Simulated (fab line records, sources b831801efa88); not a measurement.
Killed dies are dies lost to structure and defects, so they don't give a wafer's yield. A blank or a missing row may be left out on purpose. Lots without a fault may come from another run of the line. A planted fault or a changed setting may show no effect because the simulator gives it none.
A struck lot beside a sound one | flow sky130 | 28 steps out of a route of 708
Sound: wafers L760.3, L760.4, L760.5. Struck: wafers L755.2, L755.6. (L755.3 of the same lot was not struck and is left out.) The cause comes at the end.
At each step with rows: each side's tool, then ch and its chambers, then its first start. Under that, the readings that differ: sound wafers | struck wafers | difference of the means | sigmas: that difference in standard deviations of wafers without a fault.
alike: readings whose means differ by less than 2 such deviations, and words and numbers that are the same on both sides. not compared: withheld readings, readings that some wafer has no value for, bounds like >300 that may hide the same value, and numbers for which the record gives no deviation and whose values overlap.
The two part at a step that has a row with sigmas, a row that says differs or no value, or rows on one side only. Numbers that don't overlap but have no deviation are shown without sigmas and don't part them. A reading that every wafer of one side lacks parts them only if that side has two wafers or more.

first, 1 step without rows for these wafers: SKY_VIA4_ETCH_12 (etches SiO2 in C4F8/O2/Ar, stops on TiN, target depth 580 nm).
SKY_VIA4_STRIP_13: strips in O2/N2.
  sound on plasma_asher-04 ch 0,1, day 48 07:52; struck on plasma_asher-04 ch 0,1, day 47 09:44
  alike: drypump_motor_current_A, oes_product_au, strip_time_to_endpoint_s
  not compared: rf_hours_counter_h
then, 5 steps without rows for these wafers: SKY_VIA4_STRIP_14 (strips in post etch residue remover, time 1200 s); SKY_VIA4_CLEAN_15 (cleans in IPA, time 180 s); SKY_VIA4_CLEAN_16 (cleans in O3/DIW); SKY_VIA4_SPUTTER_17 (material TiN, target thk 20 nm, time 80 s); SKY_VIA4_CVD_18 (deposits W, target thk 505 nm, time 152.14 s).
SKY_VIA4_RS_MEAS_19: measures by four-point-probe.
  sound on film_metro-02, day 48 08:41; struck on film_metro-02, day 47 10:37
  alike: VIA4_W_RS
SKY_VIA4_THK_MEAS_20: measures by xrf.
  sound on film_metro-02, day 48 08:47; struck on film_metro-02, day 47 10:44
  alike: VIA4_W_THK
SKY_VIA4_CMP_21: polishes, stops on SiO2, t overpolish 25 s, target thk 0 nm.
  sound on cmp-01 ch 1,2, day 48 08:52; struck on cmp-01 ch 0,3, day 47 10:50
  alike: edge_zone_pressure_frac, motor_current_A, overpolish_run_s, slurry_flow_ml_min, time_to_endpoint_s
SKY_METAL5_SPUTTER_00: material Ti, target thk 15 nm, time 10 s.
  sound on pvd_sputter-04, day 48 09:07; struck on pvd_sputter-02, day 47 11:05
  alike: throttle_valve_pct
SKY_METAL5_SPUTTER_01: material TiN, target thk 20 nm, time 16.7 s.
  sound on pvd_sputter-04, day 48 09:08; struck on pvd_sputter-02, day 47 11:06
  alike: throttle_valve_pct
SKY_METAL5_SPUTTER_02: material AlCu, target thk 1150 nm, time 61.2 s.
  sound on pvd_sputter-04, day 48 09:10; struck on pvd_sputter-02, day 47 11:07
  reading                                     | sound          | struck      | difference | sigmas
  model.AlCu_of_METAL5_SPUTTER_02.thk_nm (nm) | 1155 1160 1160 | 973.7 989.5 | -176.7     |
  alike: throttle_valve_pct
then, 2 steps without rows for these wafers: SKY_METAL5_SPUTTER_03 (material Ti, target thk 5 nm, time 3.3 s); SKY_METAL5_SPUTTER_04 (material TiN, target thk 70 nm, time 58.3 s).
SKY_METAL5_RS_MEAS_05: measures by four-point-probe.
  sound on film_metro-04, day 48 09:19; struck on film_metro-04, day 47 11:16
  reading                 | sound                   | struck          | difference | sigmas
  METAL5_ALCU_RS (ohm/sq) | 0.02691 0.02682 0.02678 | 0.03201 0.03145 | +0.00489   | +17
SKY_METAL5_THK_MEAS_06: measures by xrf.
  sound on film_metro-04, day 48 09:25; struck on film_metro-04, day 47 11:22
  reading              | sound          | struck  | difference | sigmas
  METAL5_ALCU_THK (nm) | 1133 1138 1142 | 957 969 | -175       | -15
then, 7 steps without rows for these wafers: SKY_METAL5_DEHYDRATE_07 (time 60 s); SKY_METAL5_HMDS_08 (prime time 60 s); SKY_METAL5_COAT_09 (resist thk 1800 nm); SKY_METAL5_SOFTBAKE_10 (time 60 s); SKY_METAL5_EXPOSE_11 (exposes mask MM5, target cd 1600 nm); SKY_METAL5_PEB_12; SKY_METAL5_DEVELOP_13 (develop time 60 s).
SKY_METAL5_DESCUM_14: chemistry O2, time 11 s.
  sound on rie_metal-02 ch 0,1, day 49 04:08; struck on rie_metal-02 ch 0,1, day 48 06:16
  alike: drypump_motor_current_A, he_backside_leak_sccm, oes_product_au
  not compared: rf_hours_counter_h
SKY_METAL5_METAL_ETCH_15: etches the open film in Cl2/BCl3, stops on SiO2, target depth 1260 nm, time 252 s.
  sound on rie_metal-02 ch 0,1, day 49 04:14; struck on rie_metal-02 ch 0,1, day 48 06:17
  reading               | sound             | struck      | difference | sigmas
  oes_product_au (a.u.) | 0.899 0.888 0.892 | 0.830 0.844 | -0.056     | -12
  alike: drypump_motor_current_A, he_backside_leak_sccm, throttle_valve_pct
  not compared: rf_hours_counter_h
then, 1 step without rows for these wafers: SKY_METAL5_STRIP_16 (strips in O2/N2).
SKY_PAD_OPEN_PROBE_99:
  sound on prober-02, day 50 19:43; struck on prober-01, day 49 22:24
  reading                      | sound                   | struck          | difference | sigmas
  model.etest.met5.rs_ohm_sq   | 0.02691 0.02689 0.02685 | 0.03215 0.03145 | +0.00492   |
  model.etest.met5.line_ohm_um | 0.01683 0.01674 0.01675 | 0.02003 0.01954 | +0.00301   |
  alike: defect_limited_yield, killed_at_M0_to_M3, killed_at_M4_up, killed_at_contacts, killed_at_front_end, killed_at_other, killed_dies, killed_open, killed_short, sort_bin_3_pad_short, sort_bin_5_function, sort_bin_6_memory, sort_n_pass, sort_yield_pct

WHERE THEY PART
First at SKY_METAL5_RS_MEAS_05; last, within this record, at SKY_METAL5_METAL_ETCH_15. Later steps at which nothing parts them and some readings are alike: SKY_PAD_OPEN_PROBE_99.

WHY: what the simulator had put in
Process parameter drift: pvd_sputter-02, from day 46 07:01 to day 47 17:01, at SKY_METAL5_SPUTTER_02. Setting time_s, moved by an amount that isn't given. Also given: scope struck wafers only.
